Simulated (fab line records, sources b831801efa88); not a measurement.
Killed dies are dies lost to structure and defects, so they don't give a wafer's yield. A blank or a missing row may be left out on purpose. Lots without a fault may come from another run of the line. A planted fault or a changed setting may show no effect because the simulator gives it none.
fab line records | flow sky130
record lots=12 wafers=36 last_day=50
route steps=708 shown VT_ADJUST_HVTR@138 LDD_N@244 LI_CONTACT@365
lots that met no fault: from a run of the same line without faults
start_h: hours from the record's first day to the start of the lot's first wafer shown | wait_h: hours since the lot's step before | " the same as in the row above | L1.1+2: a row that stands for several wafers | - no value, or no start given | * or withheld: withheld | < > ~ a bound
route shown NAME@n: a module of which the file shows steps, and the number in the route of the first | usual: mean/standard deviation of fault-free wafers | same: alike in all rows | chamber/n: place in a boat | sites: the reading at each site | _std_site: their standard deviation | _edge_site: outer sites' mean less inner sites' | radius_mm: how far each site lies from the wafer's centre | mask NAME#n: copy n | behind: the tool/chamber that last shaped the wafer | hold: why the lot was held/for how many hours/how that ended | device: the transistor (n, p or np) that didn't switch | end of line: the same wafers' tests at the end of the route | a step without rows: its recipe alone | killed: dies lost to structure and defects at the first sort, not the wafer's yield | map: a wafer's dies, x killed, . not, _ none there
set.NAME: the setting as run; set.NAME@STEP: as run at that earlier step | model.NAME: the simulator's own value behind a step, which no gauge read
steps of the route over a sample of lots; a table a step, a row a wafer
services: from which hour (start_h, from the record's first day; less than 0 if before it) a tool's chamber was out of use, for how many hours, and why
## steps
# step SKY_VT_ADJUST_HVTR_CD_MEAS_07
# recipe target_cd_nm=380
# usual cd_nm=380.1/2.5
# columns lot.wafer tool chamber start_h wait_h cd_nm
L264.1 cd_sem-01 - 234.26 0.1 382.6
L264.4 " - " " 385.0
L264.6 " - " " 383.2
L266.1 cd_sem-01 - 235.81 0.1 380.3
L266.3 " - " " 378.5
L266.6 " - " " 377.6
L269.3 cd_sem-01 - 258.58 0.1 383.5
L269.4 " - " " 383.6
L269.5 " - " " 384.5
L270.1 cd_sem-02 - 267.59 0.1 377.1
L270.3 " - " " 378.1
L270.6 " - " " 378.8
L271.2 cd_sem-02 - 274.96 0.1 383.6
L271.3 " - " " 384.1
L271.4 " - " " 382.1
L272.1 cd_sem-02 - 279.44 0.1 379.4
L272.5 " - " " 378.2
L272.6 " - " " 377.9
L273.1 cd_sem-02 - 285.54 0.1 383.8
L273.2 " - " " 378.8
L273.3 " - " " 383.0
L274.2 cd_sem-01 - 299.36 0.1 378.1
L274.3 " - " " 380.0
L274.4 " - " " 376.7
L275.1 cd_sem-01 - 300.59 0.1 384.0
L275.3 " - " " 382.0
L275.4 " - " " 383.7
L282.1 cd_sem-02 - 348.90 0.1 381.4
L282.4 " - " " 381.5
L282.5 " - " " 381.6
L281.3 cd_sem-01 - 348.93 0.1 376.1
L281.4 " - " " 376.7
L281.5 " - " " 375.6
L285.4 cd_sem-01 - 373.75 0.1 376.4
L285.5 " - " " 377.8
L285.6 " - " " 378.3
# step SKY_LDD_N_OVL_MEAS_07
# usual LDD_N_OVL=-0.5/1.4
# columns lot.wafer tool chamber start_h wait_h LDD_N_OVL[nm]
L264.1 overlay-02 - 433.20 0.1 -0.7
L264.4 " - " " -0.9
L264.6 " - " " -1.2
L266.1 overlay-01 - 440.65 0.1 -1.3
L266.3 " - " " -0.1
L266.6 " - " " 0.9
L269.3 overlay-01 - 470.36 0.1 0.6
L269.4 " - " " 1.7
L269.5 " - " " -0.7
L270.1 overlay-02 - 478.20 0.1 -1.7
L270.3 " - " " -1.4
L270.6 " - " " 1.4
L271.2 overlay-02 - 489.56 0.1 1.4
L271.3 " - " " 1.2
L271.4 " - " " 0.4
L272.1 overlay-01 - 496.07 0.1 0.2
L272.5 " - " " -0.8
L272.6 " - " " -0.3
L273.1 overlay-02 - 504.06 0.1 -0.4
L273.2 " - " " 0.6
L273.3 " - " " -1.8
L275.1 overlay-01 - 517.42 0.1 -2.0
L275.3 " - " " -1.4
L275.4 " - " " 0.5
L274.2 overlay-02 - 521.28 0.1 1.5
L274.3 " - " " -0.2
L274.4 " - " " -1.3
L281.3 overlay-01 - 576.22 0.1 -0.7
L281.4 " - " " -0.8
L281.5 " - " " 0.5
L282.1 overlay-02 - 576.40 0.1 -3.0
L282.4 " - " " -2.0
L282.5 " - " " -2.2
L285.4 overlay-02 - 604.58 0.1 -1.5
L285.5 " - " " -2.0
L285.6 " - " " -1.8
# step SKY_LDD_N_IMPLANT_11
# recipe species=As energy_kev=20 dose_cm2=7.5e+13 tilt_deg=withheld rotation_deg=293
# usual faraday_current_uA=423/7.2 rotation_deg=293.00/0.044
# columns lot.wafer tool chamber start_h wait_h faraday_current_uA rotation_deg
L264.1 implanter-04 0 433.69 0.1 422 293.00
L264.4 " 0 " " 413 292.96
L264.6 " 0 " " 419 293.01
L266.1 implanter-04 0 441.14 0.1 413 292.98
L266.3 " 0 " " 425 293.02
L266.6 " 0 " " 422 293.02
L269.3 implanter-03 0 470.89 0.1 425 292.98
L269.4 " 0 " " 424 292.99
L269.5 " 0 " " 429 293.06
L270.1 implanter-03 0 478.69 0.1 431 293.08
L270.3 " 0 " " 427 292.93
L270.6 " 0 " " 418 292.98
L271.2 implanter-02 0 490.06 0.1 422 292.93
L271.3 " 0 " " 413 293.00
L271.4 " 0 " " 438 292.92
L271.2 implanter-02 0 490.38 0.3 418 293.13
L271.3 " 0 " " 429 293.07
L271.4 " 0 " " 409 293.00
L272.1 implanter-02 0 496.56 0.1 417 293.01
L272.5 " 0 " " 414 292.98
L272.6 " 0 " " 421 293.00
L273.1 implanter-02 0 504.54 0.1 433 292.93
L273.2 " 0 " " 426 292.99
L273.3 " 0 " " 420 293.02
L275.1 implanter-02 0 517.91 0.1 425 293.01
L275.3 " 0 " " 422 292.98
L275.4 " 0 " " 431 292.99
L275.1 implanter-02 0 518.22 0.3 419 292.97
L275.3 " 0 " " 435 292.97
L275.4 " 0 " " 414 292.97
L274.2 implanter-03 0 521.78 0.1 427 292.96
L274.3 " 0 " " 428 292.92
L274.4 " 0 " " 419 293.03
L281.3 implanter-03 0 576.74 0.1 424 293.03
L281.4 " 0 " " 418 293.00
L281.5 " 0 " " 430 293.05
L281.3 implanter-03 0 577.06 0.3 419 293.10
L281.4 " 0 " " 416 293.02
L281.5 " 0 " " 417 292.87
L282.1 implanter-02 0 576.89 0.1 433 292.95
L282.4 " 0 " " 412 292.95
L282.5 " 0 " " 428 292.95
L285.4 implanter-03 0 605.12 0.1 417 292.97
L285.5 " 0 " " 424 292.91
L285.6 " 0 " " 427 292.95
# step SKY_LDD_N_STRIP_16
# recipe chemistry=O2/N2 power_w=1400 pressure_mtorr=1500 platen_temp_c=withheld o2_flow_sccm=3000 n2_flow_sccm=300 overash_fraction=0.5
# usual drypump_motor_current_A=6.2/0.44 oes_product_au=0.410/0.0049 strip_time_to_endpoint_s=4.393/0.014
# columns lot.wafer tool chamber start_h wait_h drypump_motor_current_A oes_product_au rf_hours_counter_h strip_time_to_endpoint_s
L264.1 plasma_asher-03 1 434.44 0.1 6.4 0.408 74 4.383
L264.4 " 1 " " 6.4 0.412 - 4.408
L264.6 " 1 " " 6.4 0.415 - 4.379
L266.1 plasma_asher-02 0 441.89 0.1 6.0 0.411 27 4.390
L266.3 " 1 " " 5.4 0.407 - 4.392
L266.6 " 1 " " 5.4 0.409 - 4.400
L269.3 plasma_asher-01 1 471.62 0.1 6.4 0.416 - 4.385
L269.4 " 0 " " 6.7 0.416 - 4.372
L269.5 " 0 " " 6.7 0.409 - 4.377
L270.1 plasma_asher-02 0 479.44 0.1 6.0 0.411 31 4.389
L270.3 " 1 " " 5.4 0.407 - 4.391
L270.6 " 1 " " 5.4 0.404 - 4.372
L271.2 plasma_asher-01 0 491.10 0.1 6.7 0.409 5 4.625
L271.3 " 1 " " 6.4 0.415 - 4.597
L271.4 " 0 " " 6.7 0.407 - 4.593
L272.1 plasma_asher-03 1 497.31 0.1 6.4 0.419 80 4.407
L272.5 " 0 " " 5.6 0.408 - 4.405
L272.6 " 1 " " 6.4 0.404 - 4.402
L273.1 plasma_asher-03 1 505.29 0.1 6.4 0.407 81 4.371
L273.2 " 0 " " 5.7 0.417 81 4.362
L273.3 " 1 " " 6.4 0.414 - 4.348
L275.1 plasma_asher-01 1 518.97 0.1 6.5 0.407 8 4.609
L275.3 " 0 " " 6.7 0.409 - 4.604
L275.4 " 1 " " 6.4 0.412 - 4.593
L274.2 plasma_asher-01 0 522.51 0.1 6.7 0.413 9 4.397
L274.3 " 1 " " 6.4 0.418 - 4.409
L274.4 " 0 " " 6.7 0.411 - 4.393
L282.1 plasma_asher-02 1 577.64 0.1 5.4 0.418 41 4.383
L282.4 " 0 " " 6.0 0.406 - 4.388
L282.5 " 0 " " 6.0 0.406 - 4.392
L281.3 plasma_asher-03 0 577.79 0.1 5.6 0.405 - 4.583
L281.4 " 1 " " 6.4 0.401 - 4.580
L281.5 " 0 " " 5.7 0.409 - 4.592
L285.4 plasma_asher-01 1 605.83 0.1 6.4 0.403 - 4.407
L285.5 " 0 " " 6.7 0.404 - 4.427
L285.6 " 1 " " 6.4 0.409 - 4.405
# step SKY_LDD_N_TW_MEAS_17
# usual LDD_N_TW=2590/18
# columns lot.wafer tool chamber start_h wait_h LDD_N_TW
L264.1 film_metro-01 - 434.54 0.1 2561
L264.4 " - " " 2559
L264.6 " - " " 2571
L266.1 film_metro-01 - 441.99 0.1 2574
L266.3 " - " " 2573
L266.6 " - " " 2559
L269.3 film_metro-01 - 471.71 0.1 2581
L269.4 " - " " 2586
L269.5 " - " " 2595
L270.1 film_metro-03 - 479.54 0.1 2576
L270.3 " - " " 2588
L270.6 " - " " 2582
L271.2 film_metro-01 - 491.21 0.1 2673
L271.3 " - " " 2669
L271.4 " - " " 2684
L272.1 film_metro-04 - 497.41 0.1 2614
L272.5 " - " " 2615
L272.6 " - " " 2619
L273.1 film_metro-03 - 505.39 0.1 2591
L273.2 " - " " 2589
L273.3 " - " " 2598
L275.1 film_metro-01 - 519.07 0.1 2679
L275.3 " - " " 2676
L275.4 " - " " 2682
L274.2 film_metro-01 - 522.62 0.1 2569
L274.3 " - " " 2579
L274.4 " - " " 2581
L282.1 film_metro-01 - 577.74 0.1 2582
L282.4 " - " " 2584
L282.5 " - " " 2579
L281.3 film_metro-03 - 577.88 0.1 2675
L281.4 " - " " 2674
L281.5 " - " " 2689
L285.4 film_metro-03 - 605.92 0.1 2604
L285.5 " - " " 2595
L285.6 " - " " 2595
# step SKY_LI_CONTACT_BOW_MEAS_03
# recipe mode=bow
# usual LI_CONTACT_BOW=56/6.5
# columns lot.wafer tool chamber start_h wait_h LI_CONTACT_BOW[um]
L264.1 film_metro-02 - 677.43 0.2 60
L264.4 " - " " 54
L264.6 " - " " 56
L266.1 film_metro-04 - 685.83 0.1 55
L266.3 " - " " 60
L266.6 " - " " 52
L269.3 film_metro-04 - 711.44 0.3 63
L269.4 " - " " 50
L269.5 " - " " 56
L270.1 film_metro-04 - 720.51 0.2 54
L270.3 " - " " 61
L270.6 " - " " 54
L271.2 film_metro-01 - 730.17 0.3 58
L271.3 " - " " 54
L271.4 " - " " 48
L272.1 film_metro-01 - 733.51 0.1 61
L272.5 " - " " 67
L272.6 " - " " 70
L273.1 film_metro-01 - 742.66 0.2 63
L273.2 " - " " 59
L273.3 " - " " 61
L275.1 film_metro-02 - 755.09 0.1 54
L275.3 " - " " 57
L275.4 " - " " 53
L274.2 film_metro-01 - 759.20 0.2 60
L274.3 " - " " 70
L274.4 " - " " 58
L281.3 film_metro-02 - 807.04 0.3 51
L281.4 " - " " 57
L281.5 " - " " 49
L282.1 film_metro-04 - 809.66 0.2 53
L282.4 " - " " 68
L282.5 " - " " 54
L285.4 film_metro-04 - 832.21 0.2 47
L285.5 " - " " 51
L285.6 " - " " 48
## services
# columns tool chamber start_h hours kind
plasma_asher-03 - 416.80 2.8 pm
plasma_asher-01 - 421.33 9.0 pm
plasma_asher-01 0 421.33 9.0 vent_cycle
plasma_asher-01 1 421.33 9.0 vent_cycle
implanter-02 - 427.24 3.2 pm
implanter-04 - 427.66 2.7 repair
plasma_asher-01 0 430.33 - clean
plasma_asher-01 1 430.33 - clean
plasma_asher-02 - 460.86 2.0 repair
plasma_asher-01 - 475.39 5.9 repair
plasma_asher-03 - 479.09 0.7 repair
plasma_asher-02 - 485.50 0.8 repair
plasma_asher-03 - 498.32 3.3 repair
implanter-04 - 507.27 3.5 repair
implanter-02 - 522.49 0.6 repair
implanter-02 - 528.30 3.2 repair
plasma_asher-02 - 529.83 2.2 repair
implanter-04 - 541.09 4.4 pm
implanter-02 - 566.53 3.8 repair
implanter-03 - 588.58 8.1 pm
## key
first_sign step=SKY_LDD_N_IMPLANT_11 reading=visit direction=added
effect step=SKY_LDD_N_STRIP_16 reading=strip_time_to_endpoint_s direction=up sigmas=15 usual=* struck=*
effect step=SKY_LDD_N_TW_MEAS_17 reading=LDD_N_TW direction=up sigmas=4.8 usual=2590 struck=2678
met_at SKY_LDD_N_IMPLANT_11
struck_lots L271,L275,L281
tester_left_out L271,L275,L281
not_acting_at SKY_VT_ADJUST_HVTR_CD_MEAS_07,SKY_LDD_N_OVL_MEAS_07,SKY_LI_CONTACT_BOW_MEAS_03
fault kind=repeated_step_whole tool=implanter-02,implanter-03,implanter-04 chamber=- onset_h=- steps=SKY_LDD_N_IMPLANT_11 times=1 scope=struck_lots_only
# tester_left_out: of these lots the tester's yield and bins aren't shown, on N5 and GAA mostly nor the transistor test; their killed dies are dies lost to structure and defects alone, not to doping, threshold or leakage, so they don't give the yield
